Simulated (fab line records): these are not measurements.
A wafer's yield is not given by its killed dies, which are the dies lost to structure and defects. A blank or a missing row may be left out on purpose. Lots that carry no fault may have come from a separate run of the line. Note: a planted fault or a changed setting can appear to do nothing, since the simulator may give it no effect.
8D (eight disciplines) problem report, filled in by code || flow sky130 || the parts of the form that need people (team, actions taken, sign-off) are left out

## 1. THE PROBLEM
Wafers without a fault read 410.4 nm, standard deviation 1.8; cd-nm at SKY_SONOS_TUNNEL_CD_MEAS_07 reads a mean of 450.3 nm on 4 wafers belonging to 3 lots. Relative to the usual mean, that is a shift of +22 standard deviations.
The step: target cd 410 nm.
The first sign was on wafer L909.2 at day 13 18:29, on cd-sem-02. The record holds 38 wafers of 13 lots with a number at this step. By rule, "out" or "out of limits" means more than 4 standard deviations away from the usual mean. Any other wafer with a number is counted as sound.

## 2. WHAT IT IS, AND WHAT IT ISN'T
{"question": "which readings at this step", "is": "cd-nm", "is not": "-"}
{"question": "which lots", "is": "L909, L911, L914", "is not": "L902, L905, L907, L908, L910, L919, L922, L923, L924, L925"}
{"question": "which wafers of those lots", "is": "L909.2, L911.2, L914.2, L914.5", "is not": "L909.1, L909.4, L911.1, L914.4"}
{"question": "read on which gauges", "is": "cd-sem-01, cd-sem-02", "is not": "-"}
{"question": "when", "is": "from day 13 18:29", "is not": "up to then (14 sound wafers); but 20 sound wafers of L910, L911, L914, L919, L922, L923, L924, L925 came after"}

## 3. THE SUSPECTS, EACH WITH WHAT RULES IT OUT
Counting: a tool at a process step up to the reading stays a suspect if it ran every lot that is out. Sound lots after the first of them don't rule it out here, since some wafers of a struck lot are sound.
- the gauge at SKY_SONOS_TUNNEL_CD_MEAS_07 is ruled out. 2 gauges (cd-sem-01, cd-sem-02) read the wafers that are out.
- litho-track-01 at SKY_SONOS_TUNNEL_DEVELOP_06 (develop time 60 s): kept. It processed each lot that is out (first: L909, day 13 18:20); up to then, its last sound lot is L908 (day 13 10:07).
Remaining after the count: litho-track-01 at SKY_SONOS_TUNNEL_DEVELOP_06.

## 4. THE CAUSE (what the simulator had put in)
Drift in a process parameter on litho-track-01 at SKY_SONOS_TUNNEL_DEVELOP_06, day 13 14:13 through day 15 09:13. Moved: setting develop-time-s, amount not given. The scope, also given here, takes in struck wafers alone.
The count eliminated every tool but this one.

## 5. THE EFFECT CHAIN, in route order
One row per reading whose mean, taken over the struck wafers that have a number, lies over 3 standard deviations from the usual. Scope: only readings with a usual standard deviation given in the record; hours: median across lots of the time from each lot's start at the first step in this table that gives one to its start at this step; sigmas: change in usual standard deviations.
{"hours": 0, "step": "SKY_SONOS_TUNNEL_CD_MEAS_07", "reading": "cd-nm", "usual": "410.4 nm", "on struck wafers": 450.3, "change": "+39.9", "sigmas": "+22"}
Later measuring or inspecting steps at which every struck wafer that the step has a row for has a number for every such reading, and none has moved that far: SKY_SONOS_ONO_THK_MEAS_03.

## 6. WHAT WOULD HAVE CAUGHT IT SOONER
The first out-of-limits reading at a measuring or inspecting step in this record came at day 13 18:29, 4 hours after the fault's start at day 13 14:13.
Lots out: 3; of these, L911, L914 started SKY_SONOS_TUNNEL_DEVELOP_06 on litho-track-01 after day 13 18:29. A hold on the tool at that time would have spared those 2.
